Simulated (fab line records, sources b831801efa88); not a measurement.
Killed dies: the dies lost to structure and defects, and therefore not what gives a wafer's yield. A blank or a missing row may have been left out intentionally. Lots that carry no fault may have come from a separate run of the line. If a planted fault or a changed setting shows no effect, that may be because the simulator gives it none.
A lot that was struck, set against a sound lot | flow sky130 | 42 steps out of a route of 708
Sound: these wafers, L508.2, L508.4, L508.5. Wafers L523.1, L523.4, L523.6 were the ones struck. The cause is named last.
At each step with rows: each side's tool, then ch and its chambers, then its first start. Under that, the readings that differ: sound wafers | struck wafers | difference of the means | sigmas: that difference in standard deviations of wafers without a fault.
alike: same words and numbers on both sides, and readings whose means sit less than 2 such deviations apart. not compared: any withheld reading, any reading some wafer has no value for, any bound like >300 that may hide the same value, and any number with overlapping values for which the record gives no deviation.
Wherever a step has rows on one side only, a row that says differs or no value, or a row with sigmas, the two part there. Non-overlapping numbers with no deviation appear without sigmas and do not part them. A reading missing from all wafers of one side parts the sides only when that side holds two or more wafers.

first, 4 steps without rows for these wafers: SKY_PWDE_SOFTBAKE_03; SKY_PWDE_EXPOSE_04 (exposes mask PWDEM, target cd 840 nm); SKY_PWDE_PEB_05; SKY_PWDE_DEVELOP_06 (develop time 60 s).
SKY_PWDE_OVL_MEAS_07:
  sound on overlay-02, day 3 23:31; struck on overlay-02, day 7 09:09
  alike: PWDE_OVL
following that, these wafers have no rows for 1 step: SKY_PWDE_IMPLANT_08.
SKY_PWDE_STRIP_09: strips in O2/N2.
  sound on plasma asher-04 ch 0,1, day 3 23:41; struck on plasma asher-04 ch 0,1, day 7 09:20
  reading                      | sound             | struck            | difference | sigmas
  strip time to endpoint s (s) | 36.74 36.71 36.66 | 37.01 36.96 36.95 | +0.27      | +2
  alike: drypump motor current A, o2 flow sccm, oes product au
  not compared: rf hours counter h
SKY_PWDE_TW_MEAS_10:
  sound on film metro-03, day 3 23:48; struck on film metro-03, day 7 09:26
  alike: PWDE_TW
then, 4 steps without rows for these wafers: SKY_NWELL_DEHYDRATE_03 (time 60 s); SKY_NWELL_HMDS_04 (prime time 60 s); SKY_NWELL_COAT_05 (resist thk 3000 nm); SKY_NWELL_SOFTBAKE_06.
SKY_NWELL_EXPOSE_07: exposes mask NWM, target cd 840 nm.
  sound on iline stepper-02 ch 0, day 4 08:26; struck on iline stepper-02 ch 0, day 7 19:39
  alike: mask, focus offset nm, reticle temp C
then, 2 steps without rows for these wafers: SKY_NWELL_PEB_08; SKY_NWELL_DEVELOP_09 (develop time 60 s).
SKY_NWELL_OVL_MEAS_10:
  sound on overlay-01, day 4 17:11; struck on overlay-01, day 8 06:25
  alike: NWELL_00_OVL
then, 3 steps without rows for these wafers: SKY_NWELL_IMPLANT_11; SKY_NWELL_IMPLANT_12; SKY_NWELL_IMPLANT_13.
SKY_NWELL_STRIP_14: strips in O2/N2.
  sound on plasma asher-02 ch 1, day 4 17:40; struck on plasma asher-02 ch 0,1, day 8 06:55
  alike: drypump motor current A, o2 flow sccm, oes product au, strip time to endpoint s
  not compared: rf hours counter h
SKY_NWELL_TW_MEAS_15:
  sound on film metro-04, day 4 17:47; struck on film metro-03, day 8 07:01
  reading  | sound          | struck         | difference | sigmas
  NWELL_TW | 1830 1838 1841 | 1805 1818 1812 | -25        | -2
then, 7 steps without rows for these wafers: SKY_NWELL_DEHYDRATE_16 (time 60 s); SKY_NWELL_HMDS_17 (prime time 60 s); SKY_NWELL_COAT_18 (resist thk 3000 nm); SKY_NWELL_SOFTBAKE_19; SKY_NWELL_EXPOSE_20 (exposes mask NWM COMPLEMENT, target cd 840 nm); SKY_NWELL_PEB_21; SKY_NWELL_DEVELOP_22 (develop time 60 s).
SKY_NWELL_OVL_MEAS_23:
  sound on overlay-02, day 5 11:08; struck on overlay-02, day 9 03:15
  alike: NWELL_01_OVL
following that, these wafers have no rows for 1 step: SKY_NWELL_IMPLANT_24.
SKY_NWELL_STRIP_25: strips in O2/N2.
  sound on plasma asher-04 ch 0,1, day 5 11:19; struck on plasma asher-01 ch 0,1, day 9 03:26
  alike: drypump motor current A, o2 flow sccm, oes product au, strip time to endpoint s
  not compared: rf hours counter h
SKY_NWELL_TW_MEAS_26:
  sound on film metro-01, day 5 11:25; struck on film metro-04, day 9 03:32
  alike: NWELL_2_TW
then, 1 step without rows for these wafers: SKY_NWELL_CLEAN_27 (cleans in SC1/SC2, time 150 s).
SKY_NWELL_RTA_28: time 30 s.
  sound on rtp anneal-02 ch 0, day 5 11:32; struck on rtp anneal-02 ch 0, day 9 03:38
  alike: lamp power pct, ramp up c per s, wafer_temp_C_max
SKY_NWELL_RS_MEAS_29: measurement is done with a four-point probe.
  sound on film metro-03, day 5 11:38; struck on film metro-03, day 9 03:44
  alike: NWELL_RS
SKY_NWELL_RS_MEAS_31: measurement is done with a four-point probe.
  sound on film metro-03, day 5 11:53; struck on film metro-03, day 9 03:59
  alike: PWDE_RS
then, 5 steps without rows for these wafers: SKY_VT_ADJUST_HVTP_DEHYDRATE_00 (time 60 s); SKY_VT_ADJUST_HVTP_HMDS_01 (prime time 60 s); SKY_VT_ADJUST_HVTP_COAT_02 (resist thk 1140 nm); SKY_VT_ADJUST_HVTP_SOFTBAKE_03 (time 60 s); SKY_VT_ADJUST_HVTP_EXPOSE_04 (exposes mask HVTPM, target cd 380 nm).
-- a jump in the record: the struck wafers' starts before and after are 41 days apart (it breaks off in module VT_ADJUST_HVTP and resumes in module PAD_OPEN, where the first step shown is number 708 of the route) --
SKY_PAD_OPEN_PROBE_99:
  sound on prober-02, day 46 10:52; struck on prober-01, day 50 02:26
  reading                                     | sound                         | struck                        | difference | sigmas
  model.etest.nfet_16v.r on ohm um            | 1.399e+04 1.417e+04 1.406e+04 | 1.335e+04 1.367e+04 1.373e+04 | -4.900e+02 |
  model.etest.res nwell.width nm (nm)         | 834.1 845 842                 | 950.6 863.9 876.3             | +56.6      |
  model.etest.res iso pwell.width nm (nm)     | 2652 2668 2657                | 2583 2640 2617                | -46        |
  model.etest.iso nwell nwell.leak log10 a um | -13.74 -13.64 -13.66          | -12.69 -13.62 -13.35          | +0.46      |
  alike: killed_at_M0_to_M3, killed_at_M4_up, killed at contacts, killed at front end, killed at other, killed dies, killed open, killed short
  not compared: model.etest.res nwell.line ohm um, model.etest.pfet_16v.drive ua um

WHERE THEY PART
First at SKY_PWDE_STRIP_09; last, within this record, at SKY_NWELL_TW_MEAS_15. Later steps at which nothing parts them and some readings are alike: SKY_NWELL_OVL_MEAS_23, SKY_NWELL_STRIP_25, SKY_NWELL_TW_MEAS_26, SKY_NWELL_RTA_28, SKY_NWELL_RS_MEAS_29, SKY_NWELL_RS_MEAS_31, SKY_PAD_OPEN_PROBE_99.

WHY: the cause the simulator had injected
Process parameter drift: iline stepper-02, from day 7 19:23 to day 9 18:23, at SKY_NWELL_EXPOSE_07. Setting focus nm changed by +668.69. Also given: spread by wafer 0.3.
